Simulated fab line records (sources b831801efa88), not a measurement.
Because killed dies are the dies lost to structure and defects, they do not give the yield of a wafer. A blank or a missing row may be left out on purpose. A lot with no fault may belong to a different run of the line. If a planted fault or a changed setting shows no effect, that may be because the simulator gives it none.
fab line records	flow sky130
record lots=12	wafers=36	last-day=49
route steps=708 shown LDD_HVN@276 VIA3@574 CAP2M@606 METAL4@631 PAD_OPEN@708
lots with no fault: from the same line, run without faults
start-h: hours from the record's opening day to when the first of the lot's shown wafers began	wait-h: time in hours since the lot's previous step	" the same as in the row above	L1.1+2: several wafers, shown together as one row	- no value, or no start given	* or withheld: withheld	< > ~ a bound
route shown NAME@n: names a module that has steps shown in the file, with the first one's number in the route	usual: average and standard deviation across the fault-free wafers	same: alike in all rows	chamber/n: place in a boat	sites: per-site readings	_std_site: standard deviation across them	_edge_site: the outer-site mean with the inner-site mean subtracted	radius-mm: for every site, how far away it sits from the centre of the wafer	mask NAME#n: copy n	behind: tool/chamber where the wafer was last shaped	hold: what put the lot on hold/how long, in hours/how the hold closed	device: transistor that didn't switch, given as n, p or np	end of line: the same wafers' tests at the end of the route	a step given without rows: its recipe and nothing more	killed: dies lost to structure and defects at the first sort, not the wafer's yield	map: a wafer's dies, x killed, . not, _ none there
set.NAME: the setting that was run; set.NAME@STEP: the one run at that earlier step	model.NAME: the simulator's own value behind a step, which no gauge read
route steps across a sampled set of lots; one table per step, one row per wafer
services: from which hour (start-h, from the record's first day; less than 0 if before it) a tool's chamber was out of use, for how many hours, and why
## steps
# step SKY_LDD_HVN_STRIP_09
# recipe chemistry=O2/N2	power-w=1400	pressure-mtorr=1500	platen-temp-c=withheld	o2-flow-sccm=3000	n2-flow-sccm=300	overash-fraction=0.5
# usual chamber-pressure-mTorr=1500.0/1.3	drypump-motor-current-A=5.5/0.4	oes-product-au=0.409/0.0041	strip-time-to-endpoint-s=4.136/0.014
# same overash-fraction=0.5
lot.wafer	tool	chamber	start-h	wait-h	chamber-pressure-mTorr	drypump-motor-current-A	oes-product-au	rf-hours-counter-h	strip-time-to-endpoint-s
L331.2	plasma-asher-03	1	472.17	0.1	1501.0	5.9	0.406	67	4.118
L331.3	"	1	"	"	1498.6	5.9	0.414	-	4.143
L331.6	"	0	"	"	1499.1	5.0	0.407	-	4.121
L333.1	plasma-asher-02	1	494.56	0.1	1500.7	5.2	0.399	38	4.129
L333.3	"	0	"	"	1500.0	5.7	0.415	-	4.136
L333.6	"	1	"	"	1500.9	5.3	0.406	-	4.143
L334.3	plasma-asher-04	0	502.14	0.1	1501.7	6.0	0.407	-	4.142
L334.4	"	1	"	"	1500.1	5.0	0.412	-	4.153
L334.6	"	1	"	"	1499.0	5.0	0.401	-	4.118
L335.1	plasma-asher-03	1	512.51	0.1	1501.9	5.9	0.412	71	4.154
L335.3	"	1	"	"	1499.1	5.9	0.410	-	4.139
L335.4	"	0	"	"	1499.5	5.1	0.405	-	4.157
L336.2	plasma-asher-04	0	521.48	0.1	1499.5	5.9	0.409	81	4.145
L336.3	"	0	"	"	1499.6	5.9	0.408	-	4.140
L336.4	"	1	"	"	1501.6	5.1	0.408	-	4.143
L338.1	plasma-asher-03	0	540.42	0.1	1500.5	5.0	0.412	74	4.125
L338.2	"	1	"	"	1503.5	5.9	0.417	74	4.124
L338.4	"	1	"	"	1501.9	5.9	0.410	-	4.112
L339.2	plasma-asher-04	0	542.41	0.1	1496.7	6.0	0.414	83	4.135
L339.5	"	0	"	"	1499.9	6.0	0.407	-	4.150
L339.6	"	1	"	"	1502.2	5.0	0.415	-	4.129
L340.3	plasma-asher-03	1	564.76	0.1	1500.3	5.9	0.411	-	4.133
L340.4	"	0	"	"	1498.7	5.1	0.402	-	4.138
L340.5	"	1	"	"	1499.7	5.9	0.404	-	4.143
L342.4	plasma-asher-03	0	576.39	0.1	1499.6	5.0	0.410	-	4.131
L342.5	"	1	"	"	1500.3	5.9	0.407	-	4.147
L342.6	"	0	"	"	1499.5	5.0	0.406	-	4.146
L346.1	plasma-asher-03	0	612.92	0.1	1501.0	5.0	0.415	81	4.140
L346.3	"	0	"	"	1500.1	5.0	0.400	-	4.151
L346.5	"	1	"	"	1500.3	5.9	0.406	-	4.140
L347.2	plasma-asher-03	0	614.26	0.1	1499.7	5.1	0.402	82	4.144
L347.3	"	1	"	"	1499.4	5.9	0.408	-	4.138
L347.4	"	0	"	"	1499.0	5.1	0.407	-	4.145
L348.3	plasma-asher-04	0	625.14	0.1	1500.1	6.0	0.405	-	4.116
L348.4	"	1	"	"	1500.0	5.0	0.413	-	4.111
L348.6	"	0	"	"	1499.2	6.0	0.405	-	4.133
# step SKY_VIA3_THK_MEAS_01
# recipe reads=SiO2_of_VIA3_HDPCVD_00
# usual VIA3_HDPCVD_THK=1595/18
lot.wafer	tool	chamber	start-h	wait-h	VIA3_HDPCVD_THK[nm]
L331.2	film-metro-04	-	910.09	0.1	1579
L331.3	"	-	"	"	1577
L331.6	"	-	"	"	1551
L333.1	film-metro-01	-	927.48	0.1	1603
L333.3	"	-	"	"	1593
L333.6	"	-	"	"	1602
L334.3	film-metro-04	-	934.17	0.1	1576
L334.4	"	-	"	"	1602
L334.6	"	-	"	"	1558
L335.1	film-metro-01	-	942.91	0.1	1615
L335.3	"	-	"	"	1586
L335.4	"	-	"	"	1601
L336.2	film-metro-01	-	949.71	0.1	1586
L336.3	"	-	"	"	1600
L336.4	"	-	"	"	1574
L338.1	film-metro-04	-	962.50	0.1	1638
L338.2	"	-	"	"	1620
L338.4	"	-	"	"	1649
L339.2	film-metro-02	-	967.93	0.1	1607
L339.5	"	-	"	"	1608
L339.6	"	-	"	"	1590
L340.3	film-metro-04	-	983.82	0.1	1602
L340.4	"	-	"	"	1590
L340.5	"	-	"	"	1599
L342.4	film-metro-01	-	994.66	0.0	1603
L342.5	"	-	"	"	1596
L342.6	"	-	"	"	1572
L346.1	film-metro-02	-	1021.68	0.1	1597
L346.3	"	-	"	"	1579
L346.5	"	-	"	"	1592
L347.2	film-metro-01	-	1023.43	0.1	1590
L347.3	"	-	"	"	1565
L347.4	"	-	"	"	1563
L348.3	film-metro-01	-	1030.03	0.1	1571
L348.4	"	-	"	"	1566
L348.6	"	-	"	"	1587
# step SKY_CAP2M_RS_MEAS_03
# recipe thk-meas-gauge=four-point-probe	reads=TiN_of_CAP2M_SPUTTER_02
# usual CAP2M_TIN_RS=6.92/0.076
lot.wafer	tool	chamber	start-h	wait-h	CAP2M_TIN_RS[ohm/sq]
L331.2	film-metro-04	-	937.32	0.1	6.92
L331.3	"	-	"	"	6.94
L331.6	"	-	"	"	6.97
L333.1	film-metro-03	-	953.74	0.1	6.97
L333.3	"	-	"	"	6.90
L333.6	"	-	"	"	6.97
L334.3	film-metro-04	-	960.64	0.1	6.93
L334.4	"	-	"	"	6.95
L334.6	"	-	"	"	6.91
L335.1	film-metro-04	-	969.23	0.1	6.93
L335.3	"	-	"	"	7.00
L335.4	"	-	"	"	6.91
L336.2	film-metro-04	-	975.60	0.1	6.85
L336.3	"	-	"	"	6.79
L336.4	"	-	"	"	6.86
L338.1	film-metro-02	-	988.52	0.1	6.98
L338.2	"	-	"	"	6.94
L338.4	"	-	"	"	7.06
L339.2	film-metro-03	-	994.25	0.1	7.02
L339.5	"	-	"	"	6.89
L339.6	"	-	"	"	6.95
L340.3	film-metro-02	-	1008.79	0.1	6.99
L340.4	"	-	"	"	6.90
L340.5	"	-	"	"	6.95
L342.4	film-metro-04	-	1019.89	0.1	7.01
L342.5	"	-	"	"	6.97
L342.6	"	-	"	"	6.91
L346.1	film-metro-02	-	1046.44	0.1	6.91
L346.3	"	-	"	"	6.80
L346.5	"	-	"	"	6.91
L347.2	film-metro-04	-	1048.44	0.1	6.87
L347.3	"	-	"	"	6.82
L347.4	"	-	"	"	6.82
L348.3	film-metro-04	-	1054.33	0.1	6.78
L348.4	"	-	"	"	6.83
L348.6	"	-	"	"	6.73
# step SKY_METAL4_DESCUM_15
# recipe chemistry=O2	source-power-w=150	bias-power-w=0	pressure-mtorr=10	temp-c=40	time-s=8
# usual chamber-pressure-mTorr=9.998/0.0082	drypump-motor-current-A=5.8/0.41	oes-product-au=1.002/0.019
lot.wafer	tool	chamber	start-h	wait-h	chamber-pressure-mTorr	drypump-motor-current-A	oes-product-au	rf-hours-counter-h
L331.2	rie-metal-03	0	985.04	0.0	10.012	5.5	0.984	12
L331.3	"	0	"	"	9.991	5.5	0.979	-
L331.6	"	0	"	"	10.010	5.6	0.976	-
L333.1	rie-metal-02	0	1001.14	0.0	10.008	5.2	0.982	11
L333.3	"	0	"	"	9.991	5.3	0.979	-
L333.6	"	1	"	"	9.986	5.7	1.014	-
L334.3	rie-metal-02	0	1009.00	0.0	9.989	5.2	0.970	-
L334.4	"	1	"	"	10.008	5.7	1.006	-
L334.6	"	1	"	"	9.997	5.7	1.007	-
L335.1	rie-metal-02	0	1016.26	0.0	9.998	5.2	0.970	11
L335.3	"	0	"	"	9.977	5.2	0.978	-
L335.4	"	1	"	"	9.995	5.7	1.010	-
L336.2	rie-metal-02	1	1022.14	0.0	9.991	5.7	1.005	4
L336.3	"	0	"	"	9.996	5.2	0.986	-
L336.4	"	1	"	"	9.997	5.7	1.014	-
L338.1	rie-metal-02	1	1035.18	0.0	10.004	5.7	1.022	4
L338.2	"	0	"	"	10.006	5.2	0.977	12
L338.4	"	0	"	"	9.997	5.3	0.974	-
L339.2	rie-metal-03	1	1040.08	0.0	9.997	6.2	0.985	10
L339.5	"	1	"	"	10.003	6.2	0.998	-
L339.6	"	0	"	"	9.996	5.5	0.984	-
L340.3	rie-metal-03	0	1053.62	0.0	9.999	5.5	0.990	-
L340.4	"	1	"	"	10.006	6.2	0.996	-
L340.5	"	0	"	"	10.008	5.6	0.989	-
L342.4	rie-metal-03	0	1064.15	0.0	10.003	5.5	0.982	-
L342.5	"	1	"	"	10.010	6.2	0.990	-
L342.6	"	0	"	"	9.995	5.6	0.986	-
L346.1	rie-metal-04	0	1089.36	0.0	9.987	5.5	1.013	11
L346.3	"	1	"	"	10.007	6.4	1.020	-
L346.5	"	1	"	"	9.992	6.4	1.022	-
L347.2	rie-metal-02	1	1091.96	0.0	9.995	5.7	1.016	7
L347.3	"	0	"	"	10.003	5.3	0.993	-
L347.4	"	1	"	"	9.991	5.7	1.021	-
L348.3	rie-metal-03	0	1097.02	0.0	9.992	5.5	0.985	-
L348.4	"	1	"	"	10.002	6.2	0.985	-
L348.6	"	1	"	"	9.983	6.2	0.982	-
# step SKY_PAD_OPEN_PROBE_99
# usual killed_at_M0_to_M3=45/7.1	killed_at_M4_up=3.0/1.8	killed-at-contacts=24/5.4	killed-at-front-end=16/4.9	killed-at-other=0.3/0.63	killed-dies=88/11	killed-open=47/7.4	killed-short=40/7
# same gross-dies=492	killed-at-back-side=0
lot.wafer	tool	chamber	start-h	wait-h	hold	killed_at_M0_to_M3	killed_at_M4_up	killed-at-contacts	killed-at-front-end	killed-at-other	killed-dies	killed-open	killed-short
L331.2	prober-02	-	1079.42	0.1	-	60	3	15	10	0	88	49	37
L331.3	prober-02	-	1079.47	0.2	-	50	4	25	15	2	96	53	40
L331.6	prober-02	-	1079.62	0.2	-	45	2	24	22	0	93	57	36
L333.1	prober-02	-	1094.47	0.1	-	46	1	24	19	0	90	59	31
L333.3	prober-02	-	1094.57	0.2	-	48	5	26	14	1	94	53	41
L333.6	prober-02	-	1094.72	0.2	-	58	3	19	14	0	94	49	45
L334.3	prober-01	-	1101.00	0.2	-	45	2	31	16	0	94	52	40
L334.4	prober-01	-	1101.05	0.2	-	44	2	29	14	0	89	49	38
L334.6	prober-01	-	1101.15	0.2	-	52	5	39	18	0	114	61	53
L335.1	prober-02	-	1107.24	0.1	-	43	6	19	14	0	82	40	42
L335.3	prober-02	-	1107.34	0.2	-	46	4	18	21	2	91	53	38
L335.4	prober-02	-	1107.39	0.2	-	43	2	26	11	1	83	38	45
L336.2	prober-01	-	1112.83	0.1	-	40	2	15	18	0	75	48	26
L336.3	prober-01	-	1112.88	0.2	-	36	2	21	16	1	76	32	43
L336.4	prober-01	-	1112.93	0.2	-	43	3	29	19	1	95	46	48
L338.1	prober-02	-	1125.62	0.1	-	40	1	18	13	0	72	41	31
L338.2	prober-02	-	1125.67	0.1	-	44	1	21	23	0	89	45	44
L338.4	prober-02	-	1125.77	0.2	-	45	3	25	10	0	83	46	36
L339.2	prober-02	-	1129.13	0.1	-	47	4	22	10	0	83	50	33
L339.5	prober-02	-	1129.28	0.2	-	49	1	15	20	1	86	43	43
L339.6	prober-02	-	1129.33	0.2	-	42	5	21	7	0	75	41	34
L340.3	prober-01	-	1140.12	0.2	-	55	4	20	20	0	99	52	47
L340.4	prober-01	-	1140.17	0.2	-	51	1	25	20	0	97	54	43
L340.5	prober-01	-	1140.22	0.2	-	53	1	26	11	0	91	51	40
L342.4	prober-01	-	1150.50	0.2	-	34	5	23	9	1	72	44	28
L342.5	prober-01	-	1150.55	0.2	-	38	5	23	12	0	78	34	44
L342.6	prober-01	-	1150.60	0.2	-	41	0	22	14	0	77	51	26
L346.1	prober-01	-	1171.31	0.1	await-dispo/3.7h/release	52	1	23	68	0	144	53	47
L346.3	prober-01	-	1171.41	0.2	await-dispo/3.7h/release	45	2	22	58	0	127	36	45
L346.5	prober-01	-	1171.51	0.2	await-dispo/3.7h/release	38	4	22	58	2	124	35	42
L347.2	prober-02	-	1173.25	0.1	await-dispo/2.6h/release	51	5	20	51	0	127	41	43
L347.3	prober-02	-	1173.30	0.2	await-dispo/2.6h/release	43	0	22	52	1	118	43	32
L347.4	prober-02	-	1173.35	0.2	await-dispo/2.6h/release	50	4	15	61	0	130	43	44
L348.3	prober-01	-	1177.74	0.2	-	35	5	24	13	0	77	45	32
L348.4	prober-01	-	1177.79	0.2	-	35	2	23	10	0	70	43	27
L348.6	prober-01	-	1177.89	0.2	-	31	6	32	19	0	88	41	47
# killed by level:class
L331.2 VIA1:geometric-particle:open=22 VIA2:geometric-particle:open=7 FIELD_ISO:geometric-particle:short=5 METAL2:geometric-particle:short=5 VIA2:geometric-particle:short=5 METAL3:geometric-particle:short=5 LI_CONTACT:geometric-particle:open=4 VIA1:geometric-particle:short=4
L331.3 VIA1:geometric-particle:open=15 CONTACT:geometric-particle:open=10 LI_CONTACT:geometric-particle:open=7 VIA3:geometric-particle:open=7 FIELD_ISO:geometric-particle:open=6 METAL1:geometric-particle:short=5 VIA1:geometric-particle:short=5 METAL3:geometric-particle:short=4
L331.6 CONTACT:geometric-particle:open=13 VIA1:geometric-particle:open=12 FIELD_ISO:geometric-particle:short=9 VIA2:geometric-particle:open=9 POLY_GATE:geometric-particle:open=6 VIA3:geometric-particle:open=6 LI_CONTACT:geometric-particle:open=5 VIA1:geometric-particle:short=5
L333.1 VIA1:geometric-particle:open=15 CONTACT:geometric-particle:open=9 VIA2:geometric-particle:open=8 POLY_GATE:geometric-particle:open=6 VIA3:geometric-particle:open=6 FIELD_ISO:geometric-particle:short=5 LI_CONTACT:geometric-particle:open=5 LOCAL_INTERCONNECT:geometric-particle:short=5
L333.3 CONTACT:geometric-particle:open=9 VIA1:geometric-particle:open=9 VIA2:geometric-particle:open=7 VIA2:geometric-particle:short=6 FIELD_ISO:geometric-particle:short=6 LI_CONTACT:geometric-particle:open=6 VIA3:geometric-particle:open=6 LI_CONTACT:geometric-particle:short=4
L333.6 VIA1:geometric-particle:open=11 METAL2:geometric-particle:short=9 VIA2:geometric-particle:open=9 CONTACT:geometric-particle:open=7 METAL1:geometric-particle:short=7 VIA2:geometric-particle:short=6 LI_CONTACT:geometric-particle:open=5 VIA3:geometric-particle:open=5
L334.3 VIA1:geometric-particle:open=12 CONTACT:geometric-particle:open=8 POLY_GATE:geometric-particle:open=7 LI_CONTACT:geometric-particle:open=7 VIA3:geometric-particle:short=7 METAL1:geometric-particle:short=7 CONTACT:geometric-particle:short=6 VIA3:geometric-particle:open=6
L334.4 CONTACT:geometric-particle:open=15 VIA1:geometric-particle:open=11 VIA3:geometric-particle:open=6 VIA1:geometric-particle:short=5 FIELD_ISO:geometric-particle:short=4 LI_CONTACT:geometric-particle:open=4 CONTACT:geometric-particle:short=4 METAL2:geometric-particle:short=4
L334.6 CONTACT:geometric-particle:open=15 VIA1:geometric-particle:open=11 VIA1:geometric-particle:short=10 LI_CONTACT:geometric-particle:open=8 POLY_GATE:geometric-particle:open=7 CONTACT:geometric-particle:short=7 VIA2:geometric-particle:open=7 METAL1:geometric-particle:short=6
L335.1 VIA1:geometric-particle:open=7 CONTACT:geometric-particle:open=7 VIA2:geometric-particle:open=7 POLY_GATE:geometric-particle:open=5 METAL1:geometric-particle:short=5 CONTACT:geometric-particle:short=5 METAL2:geometric-particle:short=5 METAL2:geometric-particle:open=4
L335.3 VIA1:geometric-particle:open=14 LI_CONTACT:geometric-particle:open=8 CONTACT:geometric-particle:open=8 VIA1:geometric-particle:short=6 FIELD_ISO:geometric-particle:open=5 METAL2:geometric-particle:short=5 VIA3:geometric-particle:open=5 POLY_GATE:geometric-particle:short=4
L335.4 METAL2:geometric-particle:short=7 VIA2:geometric-particle:open=7 CONTACT:geometric-particle:open=6 METAL1:geometric-particle:short=6 LI_CONTACT:geometric-particle:open=5 LOCAL_INTERCONNECT:geometric-particle:short=5 VIA1:geometric-particle:short=5 CONTACT:geometric-particle:short=4
L336.2 VIA3:geometric-particle:open=10 CONTACT:geometric-particle:open=7 VIA1:geometric-particle:open=7 VIA1:geometric-particle:short=6 FIELD_ISO:geometric-particle:short=4 FIELD_ISO:geometric-particle:open=4 LI_CONTACT:geometric-particle:open=4 METAL2:geometric-particle:short=4
L336.3 POLY_GATE:geometric-particle:short=6 CONTACT:geometric-particle:open=6 VIA3:geometric-particle:open=6 FIELD_ISO:geometric-particle:short=5 LI_CONTACT:geometric-particle:open=5 LOCAL_INTERCONNECT:geometric-particle:short=5 VIA1:geometric-particle:open=5 VIA3:geometric-particle:short=5
L336.4 VIA1:geometric-particle:open=10 CONTACT:geometric-particle:open=8 LI_CONTACT:geometric-particle:open=7 FIELD_ISO:geometric-particle:short=6 LI_CONTACT:geometric-particle:short=6 VIA3:geometric-particle:short=6 VIA3:geometric-particle:open=6 CONTACT:geometric-particle:short=5
L338.1 VIA1:geometric-particle:open=11 VIA3:geometric-particle:open=7 CONTACT:geometric-particle:open=7 FIELD_ISO:geometric-particle:short=6 VIA2:geometric-particle:open=5 VIA1:geometric-particle:short=4 LI_CONTACT:geometric-particle:open=4 CONTACT:geometric-particle:short=4
L338.2 CONTACT:geometric-particle:open=9 VIA1:geometric-particle:open=9 VIA2:geometric-particle:open=7 METAL3:geometric-particle:short=7 POLY_GATE:geometric-particle:short=6 FIELD_ISO:geometric-particle:short=5 METAL1:geometric-particle:short=5 LI_CONTACT:geometric-particle:open=5
L338.4 VIA1:geometric-particle:open=11 VIA3:geometric-particle:open=9 CONTACT:geometric-particle:open=7 LI_CONTACT:geometric-particle:open=7 VIA1:geometric-particle:short=7 METAL1:geometric-particle:short=6 VIA2:geometric-particle:open=5 FIELD_ISO:geometric-particle:open=4
L339.2 VIA1:geometric-particle:open=14 VIA3:geometric-particle:open=9 CONTACT:geometric-particle:open=8 LI_CONTACT:geometric-particle:open=7 METAL1:geometric-particle:short=5 METAL2:geometric-particle:short=4 POLY_GATE:geometric-particle:short=4 LOCAL_INTERCONNECT:geometric-particle:short=4
L339.5 METAL1:geometric-particle:short=9 VIA1:geometric-particle:open=8 METAL2:geometric-particle:short=7 VIA3:geometric-particle:open=7 FIELD_ISO:geometric-particle:short=6 VIA2:geometric-particle:open=6 POLY_GATE:geometric-particle:short=5 LOCAL_INTERCONNECT:geometric-particle:open=4
L339.6 VIA2:geometric-particle:open=11 VIA1:geometric-particle:open=9 CONTACT:geometric-particle:open=7 LI_CONTACT:geometric-particle:open=6 METAL1:geometric-particle:short=6 METAL2:geometric-particle:short=5 LOCAL_INTERCONNECT:geometric-particle:short=4 METAL4:geometric-particle:short=4
L340.3 VIA1:geometric-particle:open=11 CONTACT:geometric-particle:open=9 FIELD_ISO:geometric-particle:short=8 FIELD_ISO:geometric-particle:open=6 VIA2:geometric-particle:open=6 VIA3:geometric-particle:open=6 METAL2:geometric-particle:short=5 POLY_GATE:geometric-particle:short=5
L340.4 CONTACT:geometric-particle:open=13 VIA1:geometric-particle:open=12 VIA1:geometric-particle:short=7 VIA2:geometric-particle:open=7 LI_CONTACT:geometric-particle:open=6 FIELD_ISO:geometric-particle:short=5 VIA3:geometric-particle:open=5 METAL2:geometric-particle:short=5
L340.5 VIA1:geometric-particle:open=16 METAL2:geometric-particle:short=9 LI_CONTACT:geometric-particle:open=8 CONTACT:geometric-particle:open=7 VIA1:geometric-particle:short=6 METAL1:geometric-particle:short=5 VIA3:geometric-particle:short=5 VIA3:geometric-particle:open=4
L342.4 VIA1:geometric-particle:open=10 CONTACT:geometric-particle:open=9 VIA2:geometric-particle:open=8 LI_CONTACT:geometric-particle:open=6 LOCAL_INTERCONNECT:geometric-particle:short=5 VIA3:geometric-particle:open=4 POLY_GATE:geometric-particle:open=3 CONTACT:geometric-particle:short=3
L342.5 VIA1:geometric-particle:open=7 CONTACT:geometric-particle:open=6 VIA2:geometric-particle:open=6 VIA2:geometric-particle:short=5 POLY_GATE:geometric-particle:short=5 LI_CONTACT:geometric-particle:open=5 LI_CONTACT:geometric-particle:short=5 METAL2:geometric-particle:short=5
L342.6 CONTACT:geometric-particle:open=11 VIA3:geometric-particle:open=8 VIA2:geometric-particle:open=8 VIA1:geometric-particle:open=7 POLY_GATE:geometric-particle:open=5 LI_CONTACT:geometric-particle:open=5 VIA1:geometric-particle:short=5 METAL3:geometric-particle:short=5
L346.1 LDD_HVN:unspecified=44 VIA2:geometric-particle:open=9 FIELD_ISO:geometric-particle:open=7 METAL1:geometric-particle:short=7 POLY_GATE:geometric-particle:open=7 LI_CONTACT:geometric-particle:open=7 VIA1:geometric-particle:open=7 METAL2:geometric-particle:short=7
L346.3 LDD_HVN:unspecified=46 METAL2:geometric-particle:short=14 VIA1:geometric-particle:open=11 CONTACT:geometric-particle:open=7 VIA3:geometric-particle:short=6 CONTACT:geometric-particle:short=5 METAL1:geometric-particle:short=5 POLY_GATE:geometric-particle:short=4
L346.5 LDD_HVN:unspecified=47 LI_CONTACT:geometric-particle:open=7 VIA1:geometric-particle:open=7 VIA3:geometric-particle:open=6 CONTACT:geometric-particle:short=6 VIA1:geometric-particle:short=6 METAL3:geometric-particle:short=5 POLY_GATE:geometric-particle:open=4
L347.2 LDD_HVN:unspecified=42 VIA1:geometric-particle:open=13 VIA3:geometric-particle:short=8 VIA2:geometric-particle:open=8 CONTACT:geometric-particle:short=7 VIA1:geometric-particle:short=6 METAL1:geometric-particle:short=5 CONTACT:geometric-particle:open=5
L347.3 LDD_HVN:unspecified=42 VIA1:geometric-particle:open=12 LI_CONTACT:geometric-particle:open=8 CONTACT:geometric-particle:open=8 VIA1:geometric-particle:short=8 VIA3:geometric-particle:open=6 VIA3:geometric-particle:short=4 VIA2:geometric-particle:open=3
L347.4 LDD_HVN:unspecified=43 VIA1:geometric-particle:open=17 METAL1:geometric-particle:short=7 VIA1:geometric-particle:short=6 FIELD_ISO:geometric-particle:short=5 POLY_GATE:geometric-particle:short=5 VIA3:geometric-particle:open=5 VIA2:geometric-particle:short=5
L348.3 VIA1:geometric-particle:open=8 VIA3:geometric-particle:open=8 CONTACT:geometric-particle:open=7 LI_CONTACT:geometric-particle:open=6 VIA2:geometric-particle:open=5 POLY_GATE:geometric-particle:short=4 SPACER:geometric-particle:short=4 LOCAL_INTERCONNECT:geometric-particle:short=4
L348.4 VIA1:geometric-particle:open=13 LI_CONTACT:geometric-particle:open=7 CONTACT:geometric-particle:open=6 FIELD_ISO:geometric-particle:open=4 LOCAL_INTERCONNECT:geometric-particle:short=4 VIA1:geometric-particle:short=4 VIA2:geometric-particle:open=4 FIELD_ISO:geometric-particle:short=3
L348.6 CONTACT:geometric-particle:open=11 FIELD_ISO:geometric-particle:short=7 LI_CONTACT:geometric-particle:open=6 LOCAL_INTERCONNECT:geometric-particle:short=6 VIA1:geometric-particle:open=6 METAL3:geometric-particle:short=6 FIELD_ISO:geometric-particle:open=4 POLY_GATE:geometric-particle:short=4
## services
tool	chamber	start-h	hours	kind
rie-metal-03	1	481.57	14.5	repair
plasma-asher-04	-	498.36	2.9	repair
plasma-asher-03	-	529.49	5.5	repair
plasma-asher-03	-	565.76	0.9	repair
plasma-asher-04	-	590.36	14.9	pm
rie-metal-02	0	596.41	28.4	repair
plasma-asher-04	-	627.14	42.1	repair
plasma-asher-03	-	647.15	2.8	pm
plasma-asher-04	-	667.01	6.2	repair
rie-metal-02	-	701.01	2.8	pm
plasma-asher-04	-	733.75	9.0	pm
plasma-asher-03	-	752.68	1.3	repair
rie-metal-03	1	780.63	4.1	repair
rie-metal-02	-	814.43	14.6	pm
rie-metal-03	-	839.38	28.1	pm
rie-metal-02	-	854.92	0.4	repair
plasma-asher-04	-	888.23	1.2	repair
plasma-asher-04	-	895.32	0.3	repair
rie-metal-03	0	899.86	1.0	repair
plasma-asher-03	-	910.96	3.8	repair
rie-metal-03	-	1037.41	2.4	repair
plasma-asher-04	-	1052.34	10.4	repair
plasma-asher-03	-	1055.25	9.0	pm
rie-metal-02	1	1070.19	6.7	repair
## key
first-sign step=SKY_PAD_OPEN_PROBE_99	reading=killed-at-front-end	direction=up	sigmas=8.6	usual=16	struck=58
effect step=SKY_PAD_OPEN_PROBE_99	reading=killed-dies	direction=up	sigmas=3.7	usual=88	struck=128
met-at SKY_LDD_HVN_STRIP_09
struck-lots L346,L347
tester-left-out L346,L347
not-acting-at SKY_VIA3_THK_MEAS_01,SKY_CAP2M_RS_MEAS_03,SKY_METAL4_DESCUM_15
onset-between 576.39 612.92
fault kind=chamber-particle-source	tool=plasma-asher-03	chamber=-	onset-h=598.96	steps=SKY_LDD_HVN_STRIP_09	rate-per-visit-cm2=0.56472	end-h=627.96
# tester-left-out: of these lots the tester's yield and bins aren't shown, on N5 and GAA mostly nor the transistor test; their killed dies are dies lost to structure and defects alone, not to doping, threshold or leakage, so they don't give the yield
